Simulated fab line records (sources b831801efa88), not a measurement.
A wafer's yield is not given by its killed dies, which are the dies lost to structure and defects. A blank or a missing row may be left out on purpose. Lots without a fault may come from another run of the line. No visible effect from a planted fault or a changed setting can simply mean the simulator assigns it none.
Which tool is to blame? | flow sky130 | 12 lots, 36 wafers sampled, at 2 steps of a route of 708

## WHAT THE GAUGES READ, wafer by wafer
SKY_METAL2_OVL_MEAS_16. Usual: METAL2_OVL gives 2 nm (standard deviation 5.4).
lot  | measured     | on         | METAL2_OVL (nm) | flag
L214 | day 34 15:44 | overlay-01 | 8 -3 11         |
L216 | day 35 07:10 | overlay-01 | 1 0 11          |
L218 | day 35 21:01 | overlay-02 | 5 0 4           |
L219 | day 36 17:07 | overlay-01 | -3 6 4          |
L220 | day 37 00:05 | overlay-01 | -7 -1 -8        |
L221 | day 37 01:20 | overlay-01 | -2 -7 -4        |
L222 | day 37 14:19 | overlay-02 | 3 2 -6          |
L231 | day 40 04:40 | overlay-02 | 11 4 7          |
L233 | day 42 10:34 | overlay-01 | 11 0 8          |
L237 | day 42 10:53 | overlay-01 | 3 5 -2          |
L236 | day 42 13:17 | overlay-01 | 2 2 2           |
L235 | day 42 15:59 | overlay-02 | 0 2 -1          |

SKY_VIA2_THK_MEAS_01. Usual: VIA2_HDPCVD_THK gives 1182 nm (standard deviation 12).
lot  | measured     | on            | VIA2_HDPCVD_THK (nm) | flag
L214 | day 34 16:40 | film_metro-03 | 1161 1165 1162       |
L216 | day 35 08:07 | film_metro-04 | 1188 1176 1189       |
L218 | day 35 22:03 | film_metro-03 | 1183 1174 1179       |
L219 | day 36 18:07 | film_metro-03 | 1175 1201 1195       |
L220 | day 37 01:01 | film_metro-04 | 1170 1168 1174       |
L221 | day 37 02:19 | film_metro-04 | 1179 1174 1181       |
L222 | day 37 15:15 | film_metro-03 | 1172 1201 1177       |
L231 | day 40 05:36 | film_metro-04 | 1206 1180 1181       |
L233 | day 42 11:33 | film_metro-04 | 1190 1176 1176       |
L237 | day 42 11:49 | film_metro-02 | 1205 1198 1192       |
L236 | day 42 14:14 | film_metro-03 | 1186 1185 1181       |
L235 | day 42 16:55 | film_metro-03 | 1176 1179 1163       |

## EACH LOT AND THE TOOL THAT RAN IT (in order: tool; ch and the chambers of the sampled wafers; start)
No process step before these readings appears in the record.

## AS READ BY THE TOOLS THEMSELVES (means over the sampled wafers that have a number; for cases with no such wafer, the mark the record gives instead)
The record holds no such reading with a usual standard deviation.

## THE ANSWER, worked out from the rows above alone
Rule: a lot counts as off when the mean over its wafers that have a number is more than 3 standard deviations away from the usual mean. A lot without any number at a reading at which 4 lots or more have one is off too. All remaining lots with rows at the step are treated as sound. After the gauges, taken in route order, come the tools' own readings; for these a lot's mean is taken, as printed above. The first step at which some lot is off is used, and at that step the reading that is off furthest; a lot without a number counts as furthest.
Across all readings shown, no lot is off: no conclusion can be drawn from this.

## WHAT WAS PUT IN BY THE SIMULATOR
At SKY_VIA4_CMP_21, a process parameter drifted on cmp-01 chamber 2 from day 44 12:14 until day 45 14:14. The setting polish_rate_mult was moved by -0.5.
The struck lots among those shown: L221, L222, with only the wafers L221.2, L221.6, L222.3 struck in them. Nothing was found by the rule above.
